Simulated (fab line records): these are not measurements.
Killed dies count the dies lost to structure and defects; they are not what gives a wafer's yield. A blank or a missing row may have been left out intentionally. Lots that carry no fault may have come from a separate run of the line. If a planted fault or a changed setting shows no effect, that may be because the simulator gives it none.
Which tool is to blame? + flow sky130 + 12 lots with 36 wafers sampled at 6 steps, on a route of 708 steps

## WHAT EACH GAUGE READ, for each wafer
SKY_VT_ADJUST_NCORE_OVL_MEAS_08. Usual: VT_ADJUST_NCORE_OVL typically reads -0.9 nm, with standard deviation 1.2.
| lot  | measured     | on         | VT_ADJUST_NCORE_OVL (nm) | flag |
|------|--------------|------------|--------------------------|------|
| L496 | day 8 11:25  | overlay-01 | -1.2 1.1 -0.2            |      |
| L501 | day 10 02:31 | overlay-02 | -0.9 1.3 -0.5            |      |
| L507 | day 11 18:53 | overlay-02 | 0.1 0.0 -0.4             |      |
| L509 | day 12 07:01 | overlay-02 | 0.7 -0.7 -1.0            |      |
| L510 | day 12 18:07 | overlay-01 | -1.2 -1.5 -1.7           |      |
| L511 | day 12 23:23 | overlay-02 | -2.1 -0.1 -0.9           |      |
| L513 | day 13 11:31 | overlay-02 | 1.0 0.6 -0.7             |      |
| L514 | day 13 19:08 | overlay-01 | -1.1 -2.0 -1.7           |      |
| L516 | day 14 08:11 | overlay-01 | -2.0 -3.3 -3.8           |      |
| L517 | day 14 15:05 | overlay-01 | 0.3 -0.1 -1.3            |      |
| L518 | day 15 02:38 | overlay-01 | -1.4 -0.3 -0.7           |      |
| L519 | day 15 13:01 | overlay-01 | -2.2 -2.0 -2.0           |      |

SKY_SONOS_TUNNEL_CD_MEAS_07: target cd 410 nm. Usual: cdNm 410.3 nm, standard deviation 2.1.
| lot  | measured     | on       | cdNm (nm)         | flag |
|------|--------------|----------|-------------------|------|
| L496 | day 11 03:51 | cdSem-01 | 412.2 408.5 409.8 |      |
| L501 | day 13 01:35 | cdSem-02 | 408.6 408.4 409.4 |      |
| L507 | day 14 23:04 | cdSem-01 | 409.1 411.0 412.0 |      |
| L509 | day 15 11:28 | cdSem-02 | 408.0 407.3 408.3 |      |
| L510 | day 15 23:19 | cdSem-01 | 411.7 411.7 412.1 |      |
| L511 | day 16 06:44 | cdSem-01 | 409.0 407.9 408.9 |      |
| L513 | day 16 19:40 | cdSem-01 | 411.3 408.2 411.9 |      |
| L514 | day 17 02:25 | cdSem-01 | 406.7 408.8 409.4 |      |
| L516 | day 17 17:53 | cdSem-02 | 412.2 410.8 412.5 |      |
| L517 | day 18 01:13 | cdSem-02 | 411.9 411.8 411.5 |      |
| L518 | day 18 14:22 | cdSem-02 | 410.8 411.5 409.3 |      |
| L519 | day 19 01:20 | cdSem-02 | 412.6 410.0 409.1 |      |

SKY_POLY_GATE_OVL_MEAS_14. Usual: POLY_GATE_OVL typically reads 2 nm, with standard deviation 5.6.
| lot  | measured     | on         | POLY_GATE_OVL (nm) | flag |
|------|--------------|------------|--------------------|------|
| L496 | day 15 23:48 | overlay-01 | -4 11 2            |      |
| L501 | day 18 09:32 | overlay-02 | 13 -2 6            |      |
| L507 | day 20 13:02 | overlay-02 | -3 5 3             |      |
| L509 | day 21 00:13 | overlay-01 | 4 4 0              |      |
| L510 | day 21 09:34 | overlay-02 | 11 7 10            |      |
| L511 | day 21 22:13 | overlay-01 | 10 14 6            |      |
| L513 | day 22 16:42 | overlay-01 | -3 1 -11           |      |
| L514 | day 22 17:41 | overlay-01 | 1 -3 -2            |      |
| L516 | day 23 07:57 | overlay-01 | 4 3 5              |      |
| L517 | day 23 12:56 | overlay-01 | -7 -4 -4           |      |
| L518 | day 24 03:26 | overlay-01 | -5 -3 -4           |      |
| L519 | day 25 18:21 | overlay-01 | -8 3 2             |      |

SKY_LDD_HVN_OVL_MEAS_07. Usual: LDD_HVN_OVL typically reads -0.1 nm, with standard deviation 1.6.
| lot  | measured     | on         | LDD_HVN_OVL (nm) | flag |
|------|--------------|------------|------------------|------|
| L496 | day 19 17:22 | overlay-02 | -0.2 1.5 0.1     |      |
| L501 | day 22 06:33 | overlay-01 | - - -            | OFF  |
| L507 | day 24 07:58 | overlay-01 | 2.8 -1.7 0.5     |      |
| L509 | day 24 20:22 | overlay-02 | 0.6 -1.1 -2.0    |      |
| L510 | day 25 05:07 | overlay-01 | -0.6 -0.2 1.5    |      |
| L511 | day 25 17:52 | overlay-01 | -2.2 -0.4 -1.7   |      |
| L513 | day 26 11:33 | overlay-01 | 0.6 0.4 -0.2     |      |
| L514 | day 26 12:16 | overlay-02 | -0.6 0.8 1.9     |      |
| L516 | day 27 03:24 | overlay-01 | -0.3 -1.5 -1.0   |      |
| L517 | day 27 08:57 | overlay-02 | 1.3 -1.3 1.9     |      |
| L518 | day 27 21:49 | overlay-02 | -0.3 1.3 0.1     |      |
| L519 | day 29 12:58 | overlay-01 | 0.1 -0.8 1.2     |      |

SKY_LDD_HVN_TW_MEAS_10. Usual: LDD_HVN_TW typically reads 1455, with standard deviation 7.2.
| lot  | measured     | on           | LDD_HVN_TW        | flag |
|------|--------------|--------------|-------------------|------|
| L496 | day 19 17:39 | filmMetro-04 | 1455 1458 1447    |      |
| L501 | day 22 06:50 | filmMetro-02 | 31 31 31 31 31 31 | OFF  |
| L507 | day 24 08:14 | filmMetro-02 | 1434 1433 1446    |      |
| L509 | day 24 20:40 | filmMetro-03 | 1449 1454 1455    |      |
| L510 | day 25 05:25 | filmMetro-04 | 1458 1456 1452    |      |
| L511 | day 25 18:10 | filmMetro-03 | 1462 1467 1460    |      |
| L513 | day 26 11:50 | filmMetro-04 | 1466 1471 1459    |      |
| L514 | day 26 12:32 | filmMetro-04 | 1462 1460 1464    |      |
| L516 | day 27 03:41 | filmMetro-04 | 1458 1459 1459    |      |
| L517 | day 27 09:14 | filmMetro-04 | 1463 1461 1453    |      |
| L518 | day 27 22:07 | filmMetro-02 | 1450 1453 1441    |      |
| L519 | day 29 13:15 | filmMetro-04 | 1455 1461 1462    |      |

## WHICH TOOL RAN EACH LOT (tool, then ch and the chambers of the sampled wafers, then the start)
| lot  | SKY_LDD_HVN_EXPOSE_04              |
|------|------------------------------------|
| L496 | ilineStepper-02 ch 0, day 19 03:11 |
| L501 | ilineStepper-01 ch 0, day 21 16:25 |
| L507 | ilineStepper-01 ch 0, day 23 17:14 |
| L509 | ilineStepper-01 ch 0, day 24 06:20 |
| L510 | ilineStepper-02 ch 0, day 24 14:00 |
| L511 | ilineStepper-01 ch 0, day 25 03:13 |
| L513 | ilineStepper-01 ch 0, day 25 21:25 |
| L514 | ilineStepper-01 ch 0, day 25 21:51 |
| L516 | ilineStepper-02 ch 0, day 26 12:52 |
| L517 | ilineStepper-01 ch 0, day 26 19:11 |
| L518 | ilineStepper-01 ch 0, day 27 06:40 |
| L519 | ilineStepper-01 ch 0, day 28 23:17 |
- SKY_LDD_HVN_EXPOSE_04: exposes mask HVNTM, target cd 700 nm.

## WHAT THE TOOLS THEMSELVES READ (means of the sampled wafers that have a number; where no wafer has one, the mark that the record gives instead)
The record holds no such reading with a usual standard deviation.

## THE ANSWER, worked out from the rows above alone
Rule: a lot is off if the mean of its wafers that have a number lies more than 3 standard deviations from the usual mean. A lot without any number at a reading at which 4 lots or more have one is off too. Any other lot the step has rows for is counted as sound. After the gauges, taken in route order, come the tools' own readings; for these a lot's mean is taken, as printed above. At the first step where some lot is off, the reading lying furthest off is the one used; lots without a number count as furthest.
Off: L501, seen at SKY_LDD_HVN_OVL_MEAS_07 (LDD_HVN_OVL). Without a number there: L501.
A tool fits if, at a process step before that reading, it ran every lot that is off, and no sound lot after the first of them. The gauges at SKY_LDD_HVN_OVL_MEAS_07 aren't tried: what is off there is off at SKY_LDD_HVN_TW_MEAS_10 too, on other tools, and a gauge's error can't cause that. None of those tried fits.

## WHAT HAD BEEN PUT IN BY THE SIMULATOR
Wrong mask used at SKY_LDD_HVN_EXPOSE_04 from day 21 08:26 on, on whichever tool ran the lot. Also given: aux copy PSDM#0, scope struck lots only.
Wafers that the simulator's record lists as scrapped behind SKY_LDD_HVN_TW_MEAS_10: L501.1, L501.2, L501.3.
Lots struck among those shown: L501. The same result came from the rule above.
